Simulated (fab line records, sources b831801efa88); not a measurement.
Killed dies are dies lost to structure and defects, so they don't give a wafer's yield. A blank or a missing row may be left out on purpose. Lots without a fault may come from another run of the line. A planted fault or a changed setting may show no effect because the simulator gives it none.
Which tool did it? | flow sky130 | 7 lots, 19 wafers sampled, at 4 steps of a route of 708

WHAT THE GAUGES READ, wafer by wafer
SKY_VIA4_THK_MEAS_01.
lot  | measured     | on            | VIA4_HDPCVD_THK (nm)
L282 | day 43 04:39 | film_metro-03 | 1750 1766 1759
L283 | day 43 11:44 | film_metro-02 | 1735 1744 1740
L288 | day 44 16:14 | film_metro-04 | 1745 1738 1744
L290 | day 45 04:34 | film_metro-03 | 1741 1764 1741
L295 | day 46 11:23 | film_metro-04 | 1744 1735 1750
L299 | day 47 08:15 | film_metro-04 | 1714 1718 1754
L301 | day 47 16:37 | film_metro-02 | 3409 3410

WHICH TOOL RAN EACH LOT (tool, then ch and the chambers of the sampled wafers, then the start)
lot  | SKY_VIA3_SPUTTER_20          | SKY_METAL4_SPUTTER_02        | SKY_VIA4_HDPCVD_00
L282 | pvd_sputter-01, day 41 02:23 | pvd_sputter-04, day 41 03:06 | hdpcvd-01 ch 0,1,2, day 43 04:28
L283 | pvd_sputter-03, day 41 09:09 | pvd_sputter-04, day 41 09:59 | hdpcvd-01 ch 1,2, day 43 11:33
L288 | pvd_sputter-02, day 42 16:04 | pvd_sputter-04, day 42 16:47 | hdpcvd-01 ch 1,2, day 44 16:02
L290 | pvd_sputter-03, day 43 04:53 | pvd_sputter-01, day 43 05:40 | hdpcvd-02 ch 0,1,2, day 45 04:23
L295 | pvd_sputter-03, day 44 14:46 | pvd_sputter-04, day 44 15:29 | hdpcvd-01 ch 0,1,2, day 46 11:11
L299 | pvd_sputter-03, day 45 11:43 | pvd_sputter-04, day 45 12:25 | hdpcvd-02 ch 0,2, day 47 08:04
L301 | pvd_sputter-02, day 45 22:18 | pvd_sputter-04, day 45 23:00 | hdpcvd-01 ch 2, day 47 16:29
- SKY_VIA3_SPUTTER_20: material TiN, target thk 20 nm, time 80 s.
- SKY_METAL4_SPUTTER_02: material AlCu, target thk 735 nm, time 39.1 s.
- SKY_VIA4_HDPCVD_00: deposits SiO2, target thk 1750 nm, time 291.7 s.

THE ANSWER, worked out from the rows above alone
Rule: what is usual is taken from the lots themselves. Put in order of their means at a reading, lots are off if they are a third of the lots or fewer, leave a main group of 4 or more, and stand apart from it by a gap of 3 or more times the standard deviation of the main group's means; of several such gaps the widest counts. A main group whose means are all the same, to the digits that the tables above print for the reading, isn't used. A lot without any number at a reading at which 4 lots or more have one is off too. The other lots that the step has rows for count as sound.
Off: L301, at SKY_VIA4_THK_MEAS_01 (VIA4_HDPCVD_THK). The main group: mean 1743 nm, standard deviation 9.
A tool fits if, at a process step before that reading, it ran every lot that is off, and no sound lot after the first of them. The gauges at SKY_VIA4_THK_MEAS_01 are tried like those tools. Can't be told from this: 4 tools fit, pvd_sputter-02 at SKY_VIA3_SPUTTER_20, pvd_sputter-04 at SKY_METAL4_SPUTTER_02, hdpcvd-01 at SKY_VIA4_HDPCVD_00, film_metro-02 at SKY_VIA4_THK_MEAS_01.

WHAT THE SIMULATOR HAD PUT IN
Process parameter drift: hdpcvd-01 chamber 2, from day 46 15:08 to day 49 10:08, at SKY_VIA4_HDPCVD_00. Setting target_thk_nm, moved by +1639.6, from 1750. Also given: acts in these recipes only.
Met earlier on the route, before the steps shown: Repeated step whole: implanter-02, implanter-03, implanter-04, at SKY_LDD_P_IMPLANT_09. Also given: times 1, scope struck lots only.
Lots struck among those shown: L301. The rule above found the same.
